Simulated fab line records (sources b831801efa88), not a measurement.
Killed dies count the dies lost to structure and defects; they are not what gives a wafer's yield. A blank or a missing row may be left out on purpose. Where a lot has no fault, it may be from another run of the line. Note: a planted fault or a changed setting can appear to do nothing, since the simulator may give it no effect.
Split-lot study | flow gf180mcu | 23 wafers read across 5 lots, on a route 602 steps long

## THE SPLIT
At GF_M2_EXPOSE_11 (exposes mask Metal2, target cd 280 nm), the setting doseMj was moved away from the recipe's 28 on 8 of the 23 wafers read, by +3.6% to +6.2%. The other wafers ran this setting at the recipe's value.

## FROM THE SPLIT TO THE READING: what the file shows between them, 2 steps
- GF_M2_PEB_12: peb time 90 s
- GF_M2_DEVELOP_13: develop time 60 s

## THE READING
At GF_M2_CD_MEAS_14: cdNm in nanometres, against a target cd of 280 nm. A value of 280.2 nm with a standard deviation of 1.1 nm is what fault-free wafers of this fab line usually give.

wafer  | tool, chamber at the split | doseMj as run | against the recipe | cdNm, nm | against lot-mates on the recipe
L074.1 | krfScanner-01, 0           | 28            | recipe             | 281.0    | -
L074.2 | krfScanner-01, 0           | 28            | recipe             | 281.0    | -
L074.6 | krfScanner-01, 0           | 28            | recipe             | 280.8    | -
L076.1 | krfScanner-01, 0           | 28            | recipe             | 278.6    | -
L076.2 | krfScanner-01, 0           | 28            | recipe             | 278.6    | -
L076.4 | krfScanner-01, 0           | 28            | recipe             | 277.6    | -
L076.5 | krfScanner-01, 0           | 29.48         | +5.3%              | 271.8    | -6.5
L076.6 | krfScanner-01, 0           | 29.48         | +5.3%              | 271.3    | -7.0
L077.1 | krfScanner-02, 0           | 29.74         | +6.2%              | 270.6    | -8.5
L077.2 | krfScanner-02, 0           | 29.74         | +6.2%              | 270.3    | -8.8
L077.3 | krfScanner-02, 0           | 28            | recipe             | 279.6    | -
L077.5 | krfScanner-02, 0           | 28            | recipe             | 278.6    | -
L077.6 | krfScanner-02, 0           | 29.74         | +6.2%              | 271.1    | -8.0
L079.1 | krfScanner-02, 0           | 29            | +3.6%              | 274.2    | -4.7
L079.2 | krfScanner-02, 0           | 29            | +3.6%              | 273.9    | -5.0
L079.3 | krfScanner-02, 0           | 29            | +3.6%              | 273.4    | -5.5
L079.4 | krfScanner-02, 0           | 28            | recipe             | 277.5    | -
L079.5 | krfScanner-02, 0           | 28            | recipe             | 280.3    | -
L080.1 | krfScanner-01, 0           | 28            | recipe             | 281.2    | -
L080.2 | krfScanner-01, 0           | 28            | recipe             | 280.4    | -
L080.4 | krfScanner-01, 0           | 28            | recipe             | 280.8    | -
L080.5 | krfScanner-01, 0           | 28            | recipe             | 279.6    | -
L080.6 | krfScanner-01, 0           | 28            | recipe             | 280.7    | -

THE FIT
A straight line over all 23 wafers: cdNm changes by -1.51 nm for each +1% of doseMj; r = -0.96; the points scatter about the line by 1.1 nm.
The same after taking each lot's own level away (the mean of its wafers on the recipe; 23 wafers): -1.34 nm for each +1%; r = -0.98; scatter 0.61 nm.
Per that fit: largest doseMj move, reading shift of 8.3 nm.
The lots' own levels span 278.27 to 280.93 nm, that is 2.4 times the standard deviation above.
So the lot-to-lot level changes the slope: the two fits differ.
Check: with one of the wafers moved furthest among these (+6.2%) left out of the fit, the line predicts -8.33 nm for it against its lot-mates. It came out at -8.5 nm against them.

## FURTHER SPLITS ON THESE WAFERS
Note: prior to the reading, these wafers also went through further splits. Each is held against what the fit with the lots' levels taken away leaves over:
other split on the same wafers | wafers away from the commonest value | r with cdNm (lot level and that fit taken away)
GF_NSD_COAT_02 resistThkNm     | 5                                    | -0.15
GF_NSD_DEVELOP_06 developTimeS | 11                                   | -0.28
GF_SAB_DEVELOP_08 developTimeS | 9                                    | -0.19
GF_SAB_ETCH_11 timeS           | 6                                    | +0.11
GF_M1_SPUTTER_04 timeS         | 10                                   | +0.17
GF_V1_EXPOSE_11 doseMj         | 10                                   | +0.00
GF_V1_DEVELOP_13 developTimeS  | 8                                    | -0.16

## THE WHOLE CHAIN: every reading that the file lists as answering this split, in the file's order
step                | what it does                                                                         | reading                                                  | change (the file's fit)              | r (the file's)
GF_M2_CD_MEAS_14    | target cd 280 nm                                                                     | cdNm                                                     | -1.34 nm for each +1% of the setting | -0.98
GF_M2_METAL_ETCH_16 | etches the open film in Cl2/BCl3, stops on SiO2, target depth 627.5 nm, time 104.6 s | M2.cdNm (the simulator's own value, which no gauge read) | -1.61 nm for each +1% of the setting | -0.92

## THE FILE'S OWN FIT
cdNm changes by -1.34 nm for each +1% of doseMj, r = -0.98.
